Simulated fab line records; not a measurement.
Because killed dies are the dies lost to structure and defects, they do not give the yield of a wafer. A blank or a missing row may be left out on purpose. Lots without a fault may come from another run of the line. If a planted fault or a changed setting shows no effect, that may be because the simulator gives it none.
A lot that was struck, set against a sound lot ; flow sky130 ; 17 steps out of a route of 708
Sound: the wafers L286.3, L286.4, L286.6. Struck: wafer L296.2. (L296.3, L296.6 of the same lot were not struck and are left out.) The cause comes at the end.
Each step with rows lists, per side, the tool, then ch with its chambers, then its first start. Under that, the readings that differ: sound wafers ; struck wafers ; difference of the means ; sigmas: that difference in standard deviations of wafers without a fault.
alike: words and numbers the same on both sides, and readings whose means are apart by under 2 such deviations; not compared: readings that were withheld, readings missing a value for some wafer, numbers with overlapping values and no deviation given by the record, and bounds like >300 which may hide the same value.
Wherever a step has rows on one side only, a row that says differs or no value, or a row with sigmas, the two part there. Numbers that have no deviation but don't overlap get no sigmas and don't part them. A reading missing from all wafers of one side parts the sides only when that side holds two or more wafers.

first, 2 steps without rows for these wafers: SKY_LOCAL_INTERCONNECT_PEB_09; SKY_LOCAL_INTERCONNECT_DEVELOP_10 (develop time 60 s).
SKY_LOCAL_INTERCONNECT_CD_MEAS_11: the cd target is 170 nm.
  sound: cd sem-01 at day 30 18:00; struck: cd sem-02 at day 34 23:44
  alike: cd nm
SKY_LOCAL_INTERCONNECT_OVL_MEAS_12:
  sound: overlay-02 at day 30 18:05; struck: overlay-02 at day 34 23:50
reading;sound;struck;difference;sigmas
LOCAL_INTERCONNECT_OVL (nm);-1 0 -1;10;+11;+2
SKY_LOCAL_INTERCONNECT_ETCH_13: etches BARC in N2/H2, stops on SiO2, time 45.9 s, target depth 60 nm.
  sound on rie metal-01 ch 0,1, day 30 18:08; struck on rie metal-04 ch 1, day 34 23:52
reading;sound;struck;difference;sigmas
drypump motor current A (A);6.2 6.4 6.3;5.1;-1.2;-2
rf hours counter h (h);- - -;1.9;no value on the sound wafers;
  alike: chamber pressure mTorr, oes product au, rf fwd power W, throttle valve pct
SKY_LOCAL_INTERCONNECT_METAL_ETCH_14: etches TiN in Cl2/BCl3, stops on PSG, target depth 110 nm, time 31.4 s.
  sound on rie metal-01 ch 0,1, day 30 18:11; struck on rie metal-04 ch 1, day 34 23:56
reading;sound;struck;difference;sigmas
drypump motor current A (A);6.2 6.4 6.2;5.1;-1.2;-2
oes product au (a.u.);0.939 0.932 0.935;0.953;+0.018;+2
rf hours counter h (h);- - -;1.9;no value on the sound wafers;
  alike: bcl3 flow sccm, chamber pressure mTorr, mfc cl2 sccm, rf fwd power W, throttle valve pct
SKY_LOCAL_INTERCONNECT_STRIP_15: strips in O2/N2.
  sound on plasma asher-01 ch 0,1, day 30 18:16; struck on plasma asher-02 ch 0, day 34 23:59
reading;sound;struck;difference;sigmas
rf hours counter h (h);- - -;98;no value on the sound wafers;
  alike: chamber pressure mTorr, drypump motor current A, oes product au, strip time to endpoint s
then, 3 steps without rows for these wafers: SKY_LOCAL_INTERCONNECT_STRIP_16 (strips in post etch residue remover, time 1200 s); SKY_LOCAL_INTERCONNECT_CLEAN_17 (cleans in IPA, time 180 s); SKY_LOCAL_INTERCONNECT_CLEAN_18 (cleans in O3/DIW).
SKY_CONTACT_CVD_00: deposits Si3N4, target thk 75 nm.
  sound on pecvd-02 ch 0,1, day 30 18:53; struck on pecvd-02 ch 2, day 35 00:35
  alike: heater power w, rf fwd power W
SKY_CONTACT_THK_MEAS_01:
  sound: film metro-03 at day 30 18:56; struck: film metro-04 at day 35 00:37
reading;sound;struck;difference;sigmas
CONTACT_CVD_00_THK (nm);75.4 77.8 77.6;72.6;-4.3;-4
SKY_CONTACT_HDPCVD_02: deposits SiO2, target thk 565 nm, time 94.2 s.
  sound on hdpcvd-01 ch 1,2, day 30 18:59; struck on hdpcvd-01 ch 1, day 35 00:40
reading;sound;struck;difference;sigmas
run length s (s);120.9 122.0 121.2;130.9;+9.5;+16
model.SiO2_of_CONTACT_HDPCVD_02.thk nm (nm);563.6 566.8 567;622.7;+56.9;
SKY_CONTACT_THK_MEAS_03:
  sound: film metro-02 at day 30 19:04; struck: film metro-03 at day 35 00:47
reading;sound;struck;difference;sigmas
CONTACT_HDPCVD_THK (nm);564 567 567;623;+57;+10
SKY_CONTACT_CMP_04: polishes SiO2.
  sound on cmp-02 ch 1,2, day 30 19:07; struck on cmp-01 ch 3, day 35 00:50
reading;sound;struck;difference;sigmas
time to endpoint s (s);89 92 91;106;+15;+3
  alike: head pressure psi, motor current A
SKY_CONTACT_BOW_MEAS_05:
  sound: film metro-03 at day 30 19:27; struck: film metro-02 at day 35 01:13
  alike: CONTACT_BOW
-- the record jumps here: 14 days lie between the struck wafers' starts before and after (it left off in module CONTACT and takes up again in module PAD_OPEN, whose first step shown is number 708 of the route) --
SKY_PAD_OPEN_PROBE_99:
  only the struck wafers here have rows in the record (prober-01, day 49 07:23); the sound ones have none

WHERE THEY PART
Earliest at SKY_LOCAL_INTERCONNECT_OVL_MEAS_12; latest, in this record, at SKY_PAD_OPEN_PROBE_99.

WHY: whatever the simulator had introduced
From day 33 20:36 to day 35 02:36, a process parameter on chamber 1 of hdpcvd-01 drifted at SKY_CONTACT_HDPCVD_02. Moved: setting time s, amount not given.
